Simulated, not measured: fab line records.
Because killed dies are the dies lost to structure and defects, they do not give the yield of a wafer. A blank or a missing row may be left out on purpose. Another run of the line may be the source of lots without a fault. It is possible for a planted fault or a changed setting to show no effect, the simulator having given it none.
fab line records / flow sfqLine
record: lots: 6 wafers: 18 lastDay: 91
route steps=325 shown I3@143 M4@148
lots with no fault: from the same line, run without faults
startH: the number of hours between the record's first day and the start of the first shown wafer of the lot / waitH: time in hours since the lot's previous step / " identical to the entry in the row above / L1.1+2: one row covering several wafers at once / - either no value or no given start / * or withheld: withheld / < > ~ a bound
route shown NAME@n: names a module that has steps shown in the file, with the first one's number in the route / usual: mean/standard deviation taken from wafers without a fault / same: alike in all rows / chamber/n: place in a boat / sites: per-site readings / _std_site: the values' standard deviation / _edge_site: the outer-site mean with the inner-site mean subtracted / radiusMm: how far each site lies from the wafer's centre / mask NAME#n: copy n / behind: the last tool/chamber to shape the wafer / hold: what put the lot on hold/how long, in hours/how the hold closed / device: names the non-switching transistor (n, p or np) / end of line: the tests these same wafers got at the end of their route / a step without rows: its recipe alone / killed: the dies lost at the first sort to structure and to defects; this is not the yield of the wafer / map: dies across one wafer; x = killed, . = not, _ = none there
set.NAME: the setting that was run; set.NAME@STEP: the one run at that earlier step / model.NAME: the simulator's own value behind a step, which no gauge read
a table for each step, a row for each wafer; lots at some steps of the route
services: when a tool's chamber went out of use (startH, in hours from the record's first day, below 0 if earlier), for how many hours, and the reason
== steps ==
step: SFQ_I3_OVL_MEAS_923
usual: I3_OVL: 2/5.6
lot.wafer=L703.1 tool=overlay-01 chamber=- startH=1078.98 waitH=0.1 I3_OVL[nm]=2
lot.wafer=L703.2 tool=overlay-01 chamber=- startH=1078.98 waitH=0.1 I3_OVL[nm]=5
lot.wafer=L703.3 tool=overlay-01 chamber=- startH=1078.98 waitH=0.1 I3_OVL[nm]=6
lot.wafer=L711.1 tool=overlay-01 chamber=- startH=1140.11 waitH=0.1 I3_OVL[nm]=9
lot.wafer=L711.3 tool=overlay-01 chamber=- startH=1140.11 waitH=0.1 I3_OVL[nm]=3
lot.wafer=L711.5 tool=overlay-01 chamber=- startH=1140.11 waitH=0.1 I3_OVL[nm]=-1
lot.wafer=L712.1 tool=overlay-01 chamber=- startH=1153.37 waitH=0.1 I3_OVL[nm]=-4
lot.wafer=L712.2 tool=overlay-01 chamber=- startH=1153.37 waitH=0.1 I3_OVL[nm]=2
lot.wafer=L712.4 tool=overlay-01 chamber=- startH=1153.37 waitH=0.1 I3_OVL[nm]=-1
lot.wafer=L715.1 tool=overlay-02 chamber=- startH=1182.17 waitH=0.1 I3_OVL[nm]=16
lot.wafer=L715.4 tool=overlay-02 chamber=- startH=1182.17 waitH=0.1 I3_OVL[nm]=6
lot.wafer=L715.6 tool=overlay-02 chamber=- startH=1182.17 waitH=0.1 I3_OVL[nm]=1
lot.wafer=L717.2 tool=overlay-02 chamber=- startH=1196.57 waitH=0.1 I3_OVL[nm]=0
lot.wafer=L717.3 tool=overlay-02 chamber=- startH=1196.57 waitH=0.1 I3_OVL[nm]=-3
lot.wafer=L717.5 tool=overlay-02 chamber=- startH=1196.57 waitH=0.1 I3_OVL[nm]=-2
lot.wafer=L720.1 tool=overlay-01 chamber=- startH=1215.77 waitH=0.1 I3_OVL[nm]=-1
lot.wafer=L720.3 tool=overlay-01 chamber=- startH=1215.77 waitH=0.1 I3_OVL[nm]=2
lot.wafer=L720.5 tool=overlay-01 chamber=- startH=1215.77 waitH=0.1 I3_OVL[nm]=1
step: SFQ_TRILAYER_I3_VIA_BARC_OPEN_VIA_ETCH_121
recipe: maskMaterial: PR chemistry: O2 targetDepthNm: 125 target: BARC sourceW: 500 biasW: 80 pressureMtorr: 30 timeS: 41.7
usual: chamberPressureMTorr: 30.001/0.027 drypumpMotorCurrentA: 5.9/0.51 oesProductAu: 0.685/0.0047
lot.wafer=L703.1 tool=rieDiel-01 chamber=3 startH=1079.02 waitH=0.0 chamberPressureMTorr=29.980 drypumpMotorCurrentA=6.2 oesProductAu=0.687 rfHoursCounterH=10
lot.wafer=L703.2 tool=rieDiel-01 chamber=1 startH=1079.02 waitH=0.0 chamberPressureMTorr=29.968 drypumpMotorCurrentA=6.0 oesProductAu=0.686 rfHoursCounterH=3
lot.wafer=L703.3 tool=rieDiel-01 chamber=2 startH=1079.02 waitH=0.0 chamberPressureMTorr=30.015 drypumpMotorCurrentA=6.4 oesProductAu=0.689 rfHoursCounterH=10
lot.wafer=L711.1 tool=rieDiel-01 chamber=1 startH=1140.15 waitH=0.0 chamberPressureMTorr=29.994 drypumpMotorCurrentA=6.0 oesProductAu=0.678 rfHoursCounterH=5
lot.wafer=L711.3 tool=rieDiel-01 chamber=3 startH=1140.15 waitH=0.0 chamberPressureMTorr=29.962 drypumpMotorCurrentA=6.2 oesProductAu=0.681 rfHoursCounterH=11
lot.wafer=L711.5 tool=rieDiel-01 chamber=1 startH=1140.15 waitH=0.0 chamberPressureMTorr=29.996 drypumpMotorCurrentA=6.0 oesProductAu=0.686 rfHoursCounterH=-
lot.wafer=L712.1 tool=rieDiel-04 chamber=2 startH=1153.40 waitH=0.0 chamberPressureMTorr=30.005 drypumpMotorCurrentA=6.5 oesProductAu=0.685 rfHoursCounterH=14
lot.wafer=L712.2 tool=rieDiel-04 chamber=0 startH=1153.40 waitH=0.0 chamberPressureMTorr=30.025 drypumpMotorCurrentA=5.7 oesProductAu=0.692 rfHoursCounterH=1
lot.wafer=L712.4 tool=rieDiel-04 chamber=1 startH=1153.40 waitH=0.0 chamberPressureMTorr=30.017 drypumpMotorCurrentA=4.7 oesProductAu=0.688 rfHoursCounterH=6
lot.wafer=L715.1 tool=rieDiel-01 chamber=2 startH=1182.20 waitH=0.0 chamberPressureMTorr=29.997 drypumpMotorCurrentA=6.4 oesProductAu=0.690 rfHoursCounterH=12
lot.wafer=L715.4 tool=rieDiel-01 chamber=3 startH=1182.20 waitH=0.0 chamberPressureMTorr=30.036 drypumpMotorCurrentA=6.2 oesProductAu=0.681 rfHoursCounterH=11
lot.wafer=L715.6 tool=rieDiel-01 chamber=1 startH=1182.20 waitH=0.0 chamberPressureMTorr=29.996 drypumpMotorCurrentA=6.0 oesProductAu=0.689 rfHoursCounterH=-
lot.wafer=L717.2 tool=rieDiel-04 chamber=3 startH=1196.60 waitH=0.0 chamberPressureMTorr=30.032 drypumpMotorCurrentA=6.1 oesProductAu=0.684 rfHoursCounterH=9
lot.wafer=L717.3 tool=rieDiel-04 chamber=0 startH=1196.60 waitH=0.0 chamberPressureMTorr=29.949 drypumpMotorCurrentA=5.7 oesProductAu=0.684 rfHoursCounterH=2
lot.wafer=L717.5 tool=rieDiel-04 chamber=1 startH=1196.60 waitH=0.0 chamberPressureMTorr=30.012 drypumpMotorCurrentA=4.7 oesProductAu=0.685 rfHoursCounterH=-
lot.wafer=L720.1 tool=rieDiel-03 chamber=1 startH=1215.80 waitH=0.0 chamberPressureMTorr=30.018 drypumpMotorCurrentA=4.9 oesProductAu=0.686 rfHoursCounterH=13
lot.wafer=L720.3 tool=rieDiel-03 chamber=3 startH=1215.80 waitH=0.0 chamberPressureMTorr=29.994 drypumpMotorCurrentA=5.9 oesProductAu=0.691 rfHoursCounterH=6
lot.wafer=L720.5 tool=rieDiel-03 chamber=0 startH=1215.80 waitH=0.0 chamberPressureMTorr=30.011 drypumpMotorCurrentA=5.7 oesProductAu=0.681 rfHoursCounterH=-
step: SFQ_TRILAYER_I3_VIA_ETCH_VIA_ETCH_088
recipe: target: SiO2 stopOn: Nb maskMaterial: PR taperDeg: 20 chemistry: CHF3 targetDepthNm: 260 sourceW: 500 biasW: 80 pressureMtorr: 30 timeS: withheld
usual: chamberPressureMTorr: 30.000/0.029 drypumpMotorCurrentA: 5.9/0.5 oesProductAu: 0.856/0.0054
lot.wafer=L703.1 tool=rieDiel-01 chamber=3 startH=1079.06 waitH=0.0 chamberPressureMTorr=29.999 drypumpMotorCurrentA=6.2 oesProductAu=0.853
lot.wafer=L703.2 tool=rieDiel-01 chamber=1 startH=1079.06 waitH=0.0 chamberPressureMTorr=29.952 drypumpMotorCurrentA=6.0 oesProductAu=0.853
lot.wafer=L703.3 tool=rieDiel-01 chamber=2 startH=1079.06 waitH=0.0 chamberPressureMTorr=30.006 drypumpMotorCurrentA=6.4 oesProductAu=0.857
lot.wafer=L711.1 tool=rieDiel-01 chamber=1 startH=1140.19 waitH=0.0 chamberPressureMTorr=30.036 drypumpMotorCurrentA=6.0 oesProductAu=0.854
lot.wafer=L711.3 tool=rieDiel-01 chamber=3 startH=1140.19 waitH=0.0 chamberPressureMTorr=30.023 drypumpMotorCurrentA=6.2 oesProductAu=0.863
lot.wafer=L711.5 tool=rieDiel-01 chamber=1 startH=1140.19 waitH=0.0 chamberPressureMTorr=30.050 drypumpMotorCurrentA=6.0 oesProductAu=0.857
lot.wafer=L712.1 tool=rieDiel-04 chamber=2 startH=1153.44 waitH=0.0 chamberPressureMTorr=30.024 drypumpMotorCurrentA=6.6 oesProductAu=0.859
lot.wafer=L712.2 tool=rieDiel-04 chamber=0 startH=1153.44 waitH=0.0 chamberPressureMTorr=30.016 drypumpMotorCurrentA=5.7 oesProductAu=0.853
lot.wafer=L712.4 tool=rieDiel-04 chamber=1 startH=1153.44 waitH=0.0 chamberPressureMTorr=29.959 drypumpMotorCurrentA=4.7 oesProductAu=0.855
lot.wafer=L715.1 tool=rieDiel-01 chamber=2 startH=1182.24 waitH=0.0 chamberPressureMTorr=29.979 drypumpMotorCurrentA=6.4 oesProductAu=0.855
lot.wafer=L715.4 tool=rieDiel-01 chamber=3 startH=1182.24 waitH=0.0 chamberPressureMTorr=29.984 drypumpMotorCurrentA=6.2 oesProductAu=0.863
lot.wafer=L715.6 tool=rieDiel-01 chamber=1 startH=1182.24 waitH=0.0 chamberPressureMTorr=30.061 drypumpMotorCurrentA=6.0 oesProductAu=0.858
lot.wafer=L717.2 tool=rieDiel-04 chamber=3 startH=1196.64 waitH=0.0 chamberPressureMTorr=30.017 drypumpMotorCurrentA=6.1 oesProductAu=0.848
lot.wafer=L717.3 tool=rieDiel-04 chamber=0 startH=1196.64 waitH=0.0 chamberPressureMTorr=29.997 drypumpMotorCurrentA=5.7 oesProductAu=0.856
lot.wafer=L717.5 tool=rieDiel-04 chamber=1 startH=1196.64 waitH=0.0 chamberPressureMTorr=29.970 drypumpMotorCurrentA=4.7 oesProductAu=0.858
lot.wafer=L720.1 tool=rieDiel-03 chamber=1 startH=1215.84 waitH=0.0 chamberPressureMTorr=30.061 drypumpMotorCurrentA=4.9 oesProductAu=0.849
lot.wafer=L720.3 tool=rieDiel-03 chamber=3 startH=1215.84 waitH=0.0 chamberPressureMTorr=29.971 drypumpMotorCurrentA=5.9 oesProductAu=0.855
lot.wafer=L720.5 tool=rieDiel-03 chamber=0 startH=1215.84 waitH=0.0 chamberPressureMTorr=30.032 drypumpMotorCurrentA=5.8 oesProductAu=0.856
step: SFQ_TRILAYER_I3_VIA_STRIP_STRIP_089
recipe: gas: O2 powerW: 200 platenTempC: 40 overashFraction: 0.65 chemistry: O2 pressureMtorr: 50
usual: chamberPressureMTorr: 50.00/0.041 drypumpMotorCurrentA: 5.7/0.53 oesProductAu: 0.997/0.0093
lot.wafer=L703.1 tool=rieMetal-03 chamber=0 startH=1079.17 waitH=- chamberPressureMTorr=50.02 drypumpMotorCurrentA=5.5 oesProductAu=1.003 rfHoursCounterH=117
lot.wafer=L703.2 tool=rieMetal-03 chamber=1 startH=1079.17 waitH=- chamberPressureMTorr=49.99 drypumpMotorCurrentA=5.2 oesProductAu=0.991 rfHoursCounterH=92
lot.wafer=L703.3 tool=rieMetal-03 chamber=1 startH=1079.17 waitH=- chamberPressureMTorr=49.96 drypumpMotorCurrentA=5.2 oesProductAu=0.981 rfHoursCounterH=-
lot.wafer=L711.1 tool=rieMetal-03 chamber=1 startH=1140.30 waitH=- chamberPressureMTorr=50.09 drypumpMotorCurrentA=5.3 oesProductAu=1.001 rfHoursCounterH=103
lot.wafer=L711.3 tool=rieMetal-03 chamber=1 startH=1140.30 waitH=- chamberPressureMTorr=49.98 drypumpMotorCurrentA=5.3 oesProductAu=0.999 rfHoursCounterH=-
lot.wafer=L711.5 tool=rieMetal-03 chamber=1 startH=1140.30 waitH=- chamberPressureMTorr=49.94 drypumpMotorCurrentA=5.3 oesProductAu=1.016 rfHoursCounterH=-
lot.wafer=L712.1 tool=rieMetal-01 chamber=1 startH=1153.55 waitH=- chamberPressureMTorr=49.96 drypumpMotorCurrentA=6.6 oesProductAu=0.975 rfHoursCounterH=19
lot.wafer=L712.2 tool=rieMetal-01 chamber=0 startH=1153.55 waitH=- chamberPressureMTorr=50.01 drypumpMotorCurrentA=5.5 oesProductAu=0.992 rfHoursCounterH=100
lot.wafer=L712.4 tool=rieMetal-01 chamber=1 startH=1153.55 waitH=- chamberPressureMTorr=50.00 drypumpMotorCurrentA=6.6 oesProductAu=0.978 rfHoursCounterH=-
lot.wafer=L715.1 tool=rieMetal-03 chamber=1 startH=1182.35 waitH=- chamberPressureMTorr=50.01 drypumpMotorCurrentA=5.2 oesProductAu=1.004 rfHoursCounterH=105
lot.wafer=L715.4 tool=rieMetal-03 chamber=1 startH=1182.35 waitH=- chamberPressureMTorr=49.94 drypumpMotorCurrentA=5.2 oesProductAu=0.988 rfHoursCounterH=-
lot.wafer=L715.6 tool=rieMetal-03 chamber=1 startH=1182.35 waitH=- chamberPressureMTorr=49.95 drypumpMotorCurrentA=5.2 oesProductAu=0.990 rfHoursCounterH=-
lot.wafer=L717.2 tool=rieMetal-03 chamber=1 startH=1196.95 waitH=- chamberPressureMTorr=49.96 drypumpMotorCurrentA=5.2 oesProductAu=0.991 rfHoursCounterH=-
lot.wafer=L717.3 tool=rieMetal-03 chamber=1 startH=1196.95 waitH=- chamberPressureMTorr=49.96 drypumpMotorCurrentA=5.2 oesProductAu=0.989 rfHoursCounterH=-
lot.wafer=L717.5 tool=rieMetal-03 chamber=1 startH=1196.95 waitH=- chamberPressureMTorr=49.99 drypumpMotorCurrentA=5.2 oesProductAu=0.997 rfHoursCounterH=-
lot.wafer=L720.1 tool=rieMetal-01 chamber=1 startH=1215.95 waitH=- chamberPressureMTorr=50.09 drypumpMotorCurrentA=6.6 oesProductAu=0.984 rfHoursCounterH=29
lot.wafer=L720.3 tool=rieMetal-01 chamber=0 startH=1215.95 waitH=- chamberPressureMTorr=50.01 drypumpMotorCurrentA=5.5 oesProductAu=0.994 rfHoursCounterH=-
lot.wafer=L720.5 tool=rieMetal-01 chamber=1 startH=1215.95 waitH=- chamberPressureMTorr=50.02 drypumpMotorCurrentA=6.6 oesProductAu=0.995 rfHoursCounterH=-
step: SFQ_TRILAYER_I3_VIA_STRIP_SOLV_CLEAN_090
recipe: chemistry: NMP tempC: 70 timeS: 600
step: SFQ_TRILAYER_M4_DEP_PRE_CLEAN_092
recipe: gas: Ar timeS: 22.5 biasV: 250
step: SFQ_TRILAYER_M4_DEP_SPUTTER_091
recipe: material: Nb basePressurePa: 1.33e-06 chamberPressurePa: 0.1333 substrateTempC: 20 resputterCathodeVoltageV: 400 targetThkNm: 200 powerW: 2000 timeS: 133.3
usual: substrateTempC: 20.01/0.1 throttleValvePct: 30.4/1.1
lot.wafer=L703.1 tool=pvdSputter-05 chamber=- startH=1079.99 waitH=0.0 substrateTempC=20.07 throttleValvePct=29.8
lot.wafer=L703.2 tool=pvdSputter-05 chamber=- startH=1079.99 waitH=0.0 substrateTempC=20.05 throttleValvePct=32.0
lot.wafer=L703.3 tool=pvdSputter-05 chamber=- startH=1079.99 waitH=0.0 substrateTempC=19.87 throttleValvePct=31.6
lot.wafer=L711.1 tool=pvdSputter-05 chamber=- startH=1141.34 waitH=0.0 substrateTempC=20.02 throttleValvePct=31.1
lot.wafer=L711.3 tool=pvdSputter-05 chamber=- startH=1141.34 waitH=0.0 substrateTempC=19.98 throttleValvePct=32.0
lot.wafer=L711.5 tool=pvdSputter-05 chamber=- startH=1141.34 waitH=0.0 substrateTempC=19.82 throttleValvePct=30.9
lot.wafer=L712.1 tool=pvdSputter-03 chamber=- startH=1154.37 waitH=0.0 substrateTempC=19.99 throttleValvePct=30.1
lot.wafer=L712.2 tool=pvdSputter-03 chamber=- startH=1154.37 waitH=0.0 substrateTempC=20.11 throttleValvePct=31.1
lot.wafer=L712.4 tool=pvdSputter-03 chamber=- startH=1154.37 waitH=0.0 substrateTempC=19.96 throttleValvePct=30.9
lot.wafer=L715.1 tool=pvdSputter-04 chamber=- startH=1183.36 waitH=0.0 substrateTempC=20.01 throttleValvePct=31.1
lot.wafer=L715.4 tool=pvdSputter-04 chamber=- startH=1183.36 waitH=0.0 substrateTempC=19.86 throttleValvePct=30.7
lot.wafer=L715.6 tool=pvdSputter-04 chamber=- startH=1183.36 waitH=0.0 substrateTempC=20.06 throttleValvePct=31.2
lot.wafer=L717.2 tool=pvdSputter-04 chamber=- startH=1198.16 waitH=0.0 substrateTempC=20.16 throttleValvePct=29.6
lot.wafer=L717.3 tool=pvdSputter-04 chamber=- startH=1198.16 waitH=0.0 substrateTempC=20.04 throttleValvePct=31.3
lot.wafer=L717.5 tool=pvdSputter-04 chamber=- startH=1198.16 waitH=0.0 substrateTempC=19.98 throttleValvePct=29.0
lot.wafer=L720.1 tool=pvdSputter-05 chamber=- startH=1216.76 waitH=0.0 substrateTempC=20.06 throttleValvePct=29.7
lot.wafer=L720.3 tool=pvdSputter-05 chamber=- startH=1216.76 waitH=0.0 substrateTempC=19.87 throttleValvePct=31.7
lot.wafer=L720.5 tool=pvdSputter-05 chamber=- startH=1216.76 waitH=0.0 substrateTempC=20.07 throttleValvePct=30.8
step: SFQ_M4_RS_MEAS_924
recipe: thkMeasGauge: four-point-probe reads: Nb_of_TRILAYER_M4_DEP_SPUTTER_091
usual: M4_NB_RS: 0.889/0.0084
lot.wafer=L703.1 tool=filmMetro-03 chamber=- startH=1080.08 waitH=0.0 M4_NB_RS[ohm/sq]=0.872
lot.wafer=L703.2 tool=filmMetro-03 chamber=- startH=1080.08 waitH=0.0 M4_NB_RS[ohm/sq]=0.880
lot.wafer=L703.3 tool=filmMetro-03 chamber=- startH=1080.08 waitH=0.0 M4_NB_RS[ohm/sq]=0.882
lot.wafer=L711.1 tool=filmMetro-04 chamber=- startH=1141.43 waitH=0.0 M4_NB_RS[ohm/sq]=0.874
lot.wafer=L711.3 tool=filmMetro-04 chamber=- startH=1141.43 waitH=0.0 M4_NB_RS[ohm/sq]=0.892
lot.wafer=L711.5 tool=filmMetro-04 chamber=- startH=1141.43 waitH=0.0 M4_NB_RS[ohm/sq]=0.873
lot.wafer=L712.1 tool=filmMetro-04 chamber=- startH=1154.47 waitH=0.0 M4_NB_RS[ohm/sq]=0.898
lot.wafer=L712.2 tool=filmMetro-04 chamber=- startH=1154.47 waitH=0.0 M4_NB_RS[ohm/sq]=0.898
lot.wafer=L712.4 tool=filmMetro-04 chamber=- startH=1154.47 waitH=0.0 M4_NB_RS[ohm/sq]=0.909
lot.wafer=L715.1 tool=filmMetro-01 chamber=- startH=1183.45 waitH=0.0 M4_NB_RS[ohm/sq]=0.900
lot.wafer=L715.4 tool=filmMetro-01 chamber=- startH=1183.45 waitH=0.0 M4_NB_RS[ohm/sq]=0.894
lot.wafer=L715.6 tool=filmMetro-01 chamber=- startH=1183.45 waitH=0.0 M4_NB_RS[ohm/sq]=0.892
lot.wafer=L717.2 tool=filmMetro-03 chamber=- startH=1198.27 waitH=0.1 M4_NB_RS[ohm/sq]=0.877
lot.wafer=L717.3 tool=filmMetro-03 chamber=- startH=1198.27 waitH=0.1 M4_NB_RS[ohm/sq]=0.882
lot.wafer=L717.5 tool=filmMetro-03 chamber=- startH=1198.27 waitH=0.1 M4_NB_RS[ohm/sq]=0.882
lot.wafer=L720.1 tool=filmMetro-03 chamber=- startH=1216.85 waitH=0.0 M4_NB_RS[ohm/sq]=0.887
lot.wafer=L720.3 tool=filmMetro-03 chamber=- startH=1216.85 waitH=0.0 M4_NB_RS[ohm/sq]=0.893
lot.wafer=L720.5 tool=filmMetro-03 chamber=- startH=1216.85 waitH=0.0 M4_NB_RS[ohm/sq]=0.885
step: SFQ_TRILAYER_M4_LITHO_COAT_098
recipe: resist: BARC spinRpm: 3000 resistThkNm: 62
step: SFQ_TRILAYER_M4_LITHO_COAT_093
recipe: resist: KrF spinRpm: 3000 resistThkNm: 600
step: SFQ_TRILAYER_M4_LITHO_SOFTBAKE_097
recipe: tempC: withheld timeS: withheld resist: KrF
step: SFQ_TRILAYER_M4_LITHO_EXPOSE_094
recipe: maskId: M4 na: 0.6 sourceShape: conventional sigmaOuter: 0.65 targetCdNm: 500 doseMj: 14.4
usual: exposureDoseMJCm2: 14.401/0.014 focusOffsetNm: 0.0/0.5
lot.wafer=L703.1 tool=krfScanner-01 chamber=0 startH=1082.08 waitH=- mask=M4#0 exposureDoseMJCm2=14.390 focusOffsetNm=-0.3
lot.wafer=L703.2 tool=krfScanner-01 chamber=0 startH=1082.08 waitH=- mask=M4#0 exposureDoseMJCm2=14.403 focusOffsetNm=0.1
lot.wafer=L703.3 tool=krfScanner-01 chamber=0 startH=1082.08 waitH=- mask=M4#0 exposureDoseMJCm2=14.407 focusOffsetNm=-0.4
lot.wafer=L711.1 tool=krfScanner-01 chamber=- startH=1154.00 waitH=- mask=M4#0 exposureDoseMJCm2=- focusOffsetNm=-
lot.wafer=L711.3 tool=krfScanner-01 chamber=- startH=1154.00 waitH=- mask=M4#0 exposureDoseMJCm2=- focusOffsetNm=-
lot.wafer=L711.5 tool=krfScanner-01 chamber=- startH=1154.00 waitH=- mask=M4#0 exposureDoseMJCm2=- focusOffsetNm=-
lot.wafer=L712.1 tool=krfScanner-01 chamber=- startH=1164.80 waitH=- mask=M4#0 exposureDoseMJCm2=- focusOffsetNm=-
lot.wafer=L712.2 tool=krfScanner-01 chamber=- startH=1164.80 waitH=- mask=M4#0 exposureDoseMJCm2=- focusOffsetNm=-
lot.wafer=L712.4 tool=krfScanner-01 chamber=- startH=1164.80 waitH=- mask=M4#0 exposureDoseMJCm2=- focusOffsetNm=-
lot.wafer=L715.1 tool=krfScanner-01 chamber=0 startH=1184.38 waitH=- mask=M4#0 exposureDoseMJCm2=14.409 focusOffsetNm=-0.3
lot.wafer=L715.4 tool=krfScanner-01 chamber=0 startH=1184.38 waitH=- mask=M4#0 exposureDoseMJCm2=14.384 focusOffsetNm=-0.9
lot.wafer=L715.6 tool=krfScanner-01 chamber=0 startH=1184.38 waitH=- mask=M4#0 exposureDoseMJCm2=14.398 focusOffsetNm=-0.1
lot.wafer=L717.2 tool=krfScanner-01 chamber=0 startH=1199.38 waitH=- mask=M4#0 exposureDoseMJCm2=14.424 focusOffsetNm=0.7
lot.wafer=L717.3 tool=krfScanner-01 chamber=0 startH=1199.38 waitH=- mask=M4#0 exposureDoseMJCm2=14.420 focusOffsetNm=-0.2
lot.wafer=L717.5 tool=krfScanner-01 chamber=0 startH=1199.38 waitH=- mask=M4#0 exposureDoseMJCm2=14.412 focusOffsetNm=1.4
lot.wafer=L720.1 tool=krfScanner-01 chamber=0 startH=1217.84 waitH=- mask=M4#0 exposureDoseMJCm2=14.394 focusOffsetNm=0.1
lot.wafer=L720.3 tool=krfScanner-01 chamber=0 startH=1217.84 waitH=- mask=M4#0 exposureDoseMJCm2=14.386 focusOffsetNm=0.2
lot.wafer=L720.5 tool=krfScanner-01 chamber=0 startH=1217.84 waitH=- mask=M4#0 exposureDoseMJCm2=14.372 focusOffsetNm=-0.2
step: SFQ_TRILAYER_M4_LITHO_PEB_096
recipe: pebTempC: 115 pebTimeS: 60 resist: KrF
== services ==
tool=rieDiel-04 chamber=1 startH=1063.68 hours=14.9 kind=repair
tool=krfScanner-01 chamber=- startH=1069.05 hours=1.0 kind=pm
tool=rieDiel-04 chamber=- startH=1078.22 hours=1.0 kind=repair
tool=rieDiel-01 chamber=1 startH=1079.64 hours=5.6 kind=repair
tool=rieDiel-03 chamber=- startH=1089.99 hours=14.6 kind=pm
tool=krfScanner-01 chamber=- startH=1093.21 hours=1.3 kind=pm
tool=krfScanner-01 chamber=- startH=1117.54 hours=0.3 kind=repair
tool=pvdSputter-05 chamber=- startH=1120.62 hours=0.7 kind=repair
tool=pvdSputter-03 chamber=- startH=1122.79 hours=0.7 kind=repair
tool=rieDiel-03 chamber=0 startH=1123.97 hours=6.8 kind=repair
tool=krfScanner-01 chamber=- startH=1131.05 hours=0.6 kind=repair
tool=rieDiel-01 chamber=3 startH=1134.25 hours=1.9 kind=repair
tool=rieDiel-01 chamber=0 startH=1142.05 hours=1.7 kind=repair
tool=krfScanner-01 chamber=- startH=1145.09 hours=0.6 kind=repair
tool=rieMetal-01 chamber=0 startH=1146.74 hours=1.1 kind=repair
tool=krfScanner-01 chamber=- startH=1150.85 hours=0.8 kind=pm
tool=rieMetal-03 chamber=- startH=1153.86 hours=14.6 kind=pm
tool=rieDiel-03 chamber=1 startH=1154.09 hours=13.1 kind=repair
tool=rieMetal-03 chamber=- startH=1168.46 hours=10.0 kind=pm
tool=rieDiel-03 chamber=1 startH=1171.97 hours=8.8 kind=repair
tool=pvdSputter-04 chamber=- startH=1192.88 hours=1.0 kind=repair
tool=pvdSputter-05 chamber=- startH=1200.04 hours=1.4 kind=repair
tool=krfScanner-01 chamber=- startH=1201.56 hours=1.2 kind=repair
tool=rieDiel-03 chamber=2 startH=1208.00 hours=8.7 kind=repair
== key ==
firstSign: step: SFQ_TRILAYER_M4_LITHO_EXPOSE_094 reading: toolRecord direction: missing
effect none on later readings
metAt SFQ_TRILAYER_M4_LITHO_EXPOSE_094
struckWafers L711.1,L711.3,L711.5,L712.1,L712.2,L712.4
onsetBetween 1082.08 1154.00
fault: kind: skippedStepWhole tool: krfScanner-01 chamber: - onsetH: 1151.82 steps: SFQ_TRILAYER_M4_LITHO_EXPOSE_094 scope: struckLotsOnly
